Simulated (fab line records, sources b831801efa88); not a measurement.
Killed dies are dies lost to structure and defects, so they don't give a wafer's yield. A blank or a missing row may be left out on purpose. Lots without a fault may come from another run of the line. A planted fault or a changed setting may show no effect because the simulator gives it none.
A struck lot beside a sound one | flow sky130 | 15 steps out of a route of 708
Sound: wafers L617.1, L617.3, L617.6. Struck: wafers L624.3, L624.4, L624.5. The cause comes at the end.
At each step with rows: each side's tool, then ch and its chambers, then its first start. Under that, the readings that differ: sound wafers | struck wafers | difference of the means | sigmas: that difference in standard deviations of wafers without a fault.
alike: readings whose means differ by less than 2 such deviations, and words and numbers that are the same on both sides. not compared: withheld readings, readings that some wafer has no value for, bounds like >300 that may hide the same value, and numbers for which the record gives no deviation and whose values overlap.
The two part at a step that has a row with sigmas, a row that says differs or no value, or rows on one side only. Numbers that don't overlap but have no deviation are shown without sigmas and don't part them. A reading that every wafer of one side lacks parts them only if that side has two wafers or more.

first, 1 step without rows for these wafers: SKY_VIA1_ETCH_14 (etches BARC in N2/H2, stops on SiO2, time 45.9 s, target depth 60 nm).
SKY_VIA1_ETCH_15: etches SiO2 in C4F8/O2/Ar, stops on TiN, target depth 351 nm, time 55.82 s.
  sound on rie_diel-02 ch 0,2, day 35 02:20; struck on rie_diel-01 ch 0,1,2, day 37 12:13
  alike: oes_product_au
  not compared: rf_hours_counter_h
then, 4 steps without rows for these wafers: SKY_VIA1_STRIP_16 (strips in O2/N2); SKY_VIA1_STRIP_17 (strips in post etch residue remover, time 1200 s); SKY_VIA1_CLEAN_18 (cleans in IPA, time 180 s); SKY_VIA1_CLEAN_19 (cleans in O3/DIW).
SKY_VIA1_SPUTTER_20: material TiN, target thk 20 nm, time 80 s.
  sound on pvd_sputter-04, day 35 03:01; struck on pvd_sputter-04, day 37 12:51
  alike: cathode_dc_power_W, chamber_pressure_pa, throttle_valve_pct
SKY_VIA1_CVD_21: deposits W, target thk 270 nm, time 80.902 s.
  sound on cvd_w-01 ch 0, day 35 03:04; struck on cvd_w-02 ch 0,1, day 37 12:57
  alike: heater_power_w
SKY_VIA1_RS_MEAS_22: measures by four-point-probe.
  sound on film_metro-03, day 35 03:10; struck on film_metro-03, day 37 13:03
  alike: VIA1_W_RS
SKY_VIA1_THK_MEAS_23: measures by xrf.
  sound on film_metro-03, day 35 03:17; struck on film_metro-03, day 37 13:09
  alike: VIA1_W_THK
SKY_VIA1_CMP_24: polishes, stops on SiO2, t overpolish 15 s, target thk 0 nm.
  sound on cmp-01 ch 1,2, day 35 03:21; struck on cmp-01 ch 1,2,3, day 37 13:14
  alike: motor_current_A, overpolish_run_s, platen_rpm, time_to_endpoint_s
SKY_METAL2_SPUTTER_00: material Ti, target thk 15 nm, time 10 s.
  sound on pvd_sputter-01, day 35 03:39; struck on pvd_sputter-01, day 37 13:29
  alike: cathode_dc_power_W, chamber_pressure_pa, throttle_valve_pct
SKY_METAL2_SPUTTER_01: material TiN, target thk 20 nm, time 16.7 s.
  sound on pvd_sputter-01, day 35 03:40; struck on pvd_sputter-01, day 37 13:31
  no value came back on the struck wafers for cathode_dc_power_W (W), chamber_pressure_pa (Pa), throttle_valve_pct (%); on the sound wafers cathode_dc_power_W (W) reads 6499.6 6500.6 6499.1
then, 1 step without rows for these wafers: SKY_METAL2_SPUTTER_02 (material AlCu, target thk 250 nm, time 13.3 s).
-- the record jumps here: 11 days lie between the struck wafers' starts before and after (it left off in module METAL2 and takes up again in module PAD_OPEN, whose first step shown is number 708 of the route) --
SKY_PAD_OPEN_PROBE_99:
  the record has rows for the struck wafers here (prober-02, day 48 12:25) and none for the sound ones

WHERE THEY PART
First at SKY_METAL2_SPUTTER_01; last, within this record, at SKY_PAD_OPEN_PROBE_99.

WHY: what the simulator had put in
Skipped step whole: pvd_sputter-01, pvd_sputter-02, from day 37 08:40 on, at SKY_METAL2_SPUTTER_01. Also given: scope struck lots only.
